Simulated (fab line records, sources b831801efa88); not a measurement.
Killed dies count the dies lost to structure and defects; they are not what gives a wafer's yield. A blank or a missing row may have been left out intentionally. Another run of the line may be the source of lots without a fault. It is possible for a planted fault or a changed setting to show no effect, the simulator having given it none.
Comparing a struck lot with a sound one    flow gf180mcu    27 out of 602 route steps
Sound: these wafers, L117.2, L117.5, L117.6. Wafers struck: L107.1, L107.2, L107.5. The cause comes at the end.
Order at every step that has rows: each side's tool, ch and its chambers, its first start. Under that, the readings that differ: sound wafers    struck wafers    difference of the means    sigmas: that difference in standard deviations of wafers without a fault.
alike: words and numbers the same on both sides, and readings whose means are apart by under 2 such deviations; not compared: readings that were withheld, readings missing a value for some wafer, numbers with overlapping values and no deviation given by the record, and bounds like >300 which may hide the same value.
The two part at a step that has a row with sigmas, a row that says differs or no value, or rows on one side only. When numbers do not overlap yet have no deviation, they are printed without sigmas and do not part them. Lack of a reading on every wafer of one side parts them only where that side has two or more wafers.

first, 5 steps without rows for these wafers: GF_V3_ETCH_16 (etches BARC in N2/H2); GF_V3_ETCH_17 (etches SiO2 in C4F8/O2/Ar, stops on TiN, target depth 635 nm); GF_V3_STRIP_18 (strips in O2/N2); GF_V3_STRIP_19 (strips in post etch residue remover, time 1200 s); GF_V3_CLEAN_20 (cleans in DIW).
GF_V3_SPUTTER_21: material Ti, target thk 15 nm, time 80.02 s.
  sound on pvd sputter-01 at day 28 07:50; struck on pvd sputter-01 at day 25 07:23
  alike: cathode dc power W, chamber pressure pa, throttle valve pct
then, 2 steps without rows for these wafers: GF_V3_SPUTTER_22 (material TiN, target thk 10 nm, time 40 s); GF_V3_CVD_23 (deposits W, target thk 350 nm, time 104.9 s).
GF_V3_RS_MEAS_24: measures by four-point-probe.
  sound on film metro-03 at day 28 08:04; struck on film metro-04 at day 25 07:35
  alike: V3_W_RS
GF_V3_THK_MEAS_25: measures by xrf.
  sound on film metro-03 at day 28 08:11; struck on film metro-04 at day 25 07:43
  alike: V3_W_THK
then, 1 step without rows for these wafers: GF_V3_CMP_26 (polishes, stops on SiO2, t overpolish 15 s, target thk 0 nm).
GF_M4_SPUTTER_00: material Ti, target thk 37.5 nm, time 150 s.
  sound on pvd sputter-03 at day 28 08:32; struck on pvd sputter-01 at day 25 08:04
  alike: cathode dc power W, chamber pressure pa, throttle valve pct
GF_M4_SPUTTER_01: material TiN, target thk 30 nm, time 25 s.
  sound on pvd sputter-03 at day 28 08:38; struck on pvd sputter-01 at day 25 08:10
  no value came back on the struck wafers for cathode dc power W (W), chamber pressure pa (Pa), throttle valve pct (%); on the sound wafers cathode dc power W (W) reads 6501.6 6499.2 6499.3
GF_M4_SPUTTER_02: material AlCu, target thk 450 nm, time 23.9 s.
  sound on pvd sputter-03 at day 28 08:40; struck on pvd sputter-01 at day 25 08:12
  alike: cathode dc power W, chamber pressure pa, throttle valve pct
GF_M4_SPUTTER_03: material Ti, target thk 10 nm, time 6.7 s.
  sound on pvd sputter-03 at day 28 08:41; struck on pvd sputter-01 at day 25 08:14
  alike: cathode dc power W, chamber pressure pa, throttle valve pct
then, 8 steps without rows for these wafers: GF_M4_SPUTTER_04 (material TiN, target thk 50 nm, time 39.7 s); GF_M4_DEHYDRATE_07 (time 60 s); GF_M4_HMDS_08 (prime time 60 s); GF_M4_COAT_09 (resist thk 1000 nm); GF_M4_SOFTBAKE_10 (time 60 s); GF_M4_EXPOSE_11 (exposes mask Metal4, target cd 280 nm); GF_M4_PEB_12 (peb time 90 s); GF_M4_DEVELOP_13 (develop time 60 s).
GF_M4_CD_MEAS_14: the cd target is 280 nm.
  sound on cd sem-02 at day 29 04:07; struck on cd sem-02 at day 26 05:16
reading     sound              struck             difference  sigmas
cd nm (nm)  280.4 281.0 280.9  284.3 283.4 283.2  +2.9        +2
GF_M4_OVL_MEAS_15:
  sound on overlay-02 at day 29 04:14; struck on overlay-01 at day 26 05:23
  alike: M4_OVL
GF_M4_METAL_ETCH_16: etches the open film in Cl2/BCl3, stops on SiO2, target depth 627.5 nm, time 104.6 s.
  sound on rie metal-02 ch 0,1, day 29 04:16; struck on rie metal-01 ch 0, day 26 05:25
reading                 sound                 struck                difference  sigmas
oes product au (a.u.)   0.972 0.979 0.966     0.940 0.938 0.937     -0.034      -5
throttle valve pct (%)  28.239 28.241 28.251  28.283 28.292 28.284  +0.043      +4
  alike: drypump motor current A, rf fwd power W
  not compared: rf hours counter h
GF_M4_STRIP_17: strips in O2/N2.
  sound on plasma asher-02 ch 0,1, day 29 04:22; struck on plasma asher-02 ch 0,1, day 26 05:39
reading                       sound           struck          difference  sigmas
strip time to endpoint s (s)  7.86 7.84 7.87  7.97 7.97 7.97  +0.11       +2
  alike: drypump motor current A, heater power w, o2 flow sccm, oes product au
  not compared: rf hours counter h

## WHERE THEY PART
Last at GF_M4_STRIP_17 as far as this record goes, first at GF_M4_SPUTTER_01.

WHY: what had been put in by the simulator
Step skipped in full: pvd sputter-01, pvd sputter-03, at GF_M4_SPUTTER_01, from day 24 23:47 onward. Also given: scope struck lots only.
